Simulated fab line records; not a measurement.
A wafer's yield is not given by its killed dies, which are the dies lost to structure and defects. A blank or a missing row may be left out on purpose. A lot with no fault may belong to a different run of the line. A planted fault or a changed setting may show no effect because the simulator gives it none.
What tool caused it?    flow sky130    18 wafers sampled from 6 lots at 1 step of a route of 708

WHAT THE GAUGES SHOWED, per wafer
SKY_SONOS_ONO_THK_MEAS_05.
lot   measured      on             SONOS_ONO_CVD_04_THK (nm)
L549  day 12 01:08  film-metro-02  5.63 5.76 5.77
L552  day 13 02:00  film-metro-01  5.62 5.58 5.54
L556  day 14 04:23  film-metro-02  5.61 5.72 5.65
L561  day 15 20:54  film-metro-04  5.55 5.61 5.50
L564  day 17 14:20  film-metro-01  5.81 5.74 5.85
L570  day 18 20:13  film-metro-01  5.65 5.71 5.73

TOOL THAT RAN EACH LOT (tool first, then ch and the chambers of the sampled wafers, then the start)
Before these readings, the record contains no process step.

THE ANSWER, worked out from the rows above alone
Rule: the usual values come from the lots themselves. The widest of any qualifying gaps counts: lots, ordered by their means at a reading, are off when they make up no more than a third of the lots, leave a main group of 4 or more, and stand apart from it by 3 or more times the standard deviation of that group's means. A main group is skipped when, at the precision printed for the reading in the tables above, its means are all equal. A lot without any number at a reading at which 4 lots or more have one is off too. All remaining lots with rows at the step are treated as sound.
Nothing can be told from this: no lot is off at any reading shown.

WHAT WAS PUT IN BY THE SIMULATOR
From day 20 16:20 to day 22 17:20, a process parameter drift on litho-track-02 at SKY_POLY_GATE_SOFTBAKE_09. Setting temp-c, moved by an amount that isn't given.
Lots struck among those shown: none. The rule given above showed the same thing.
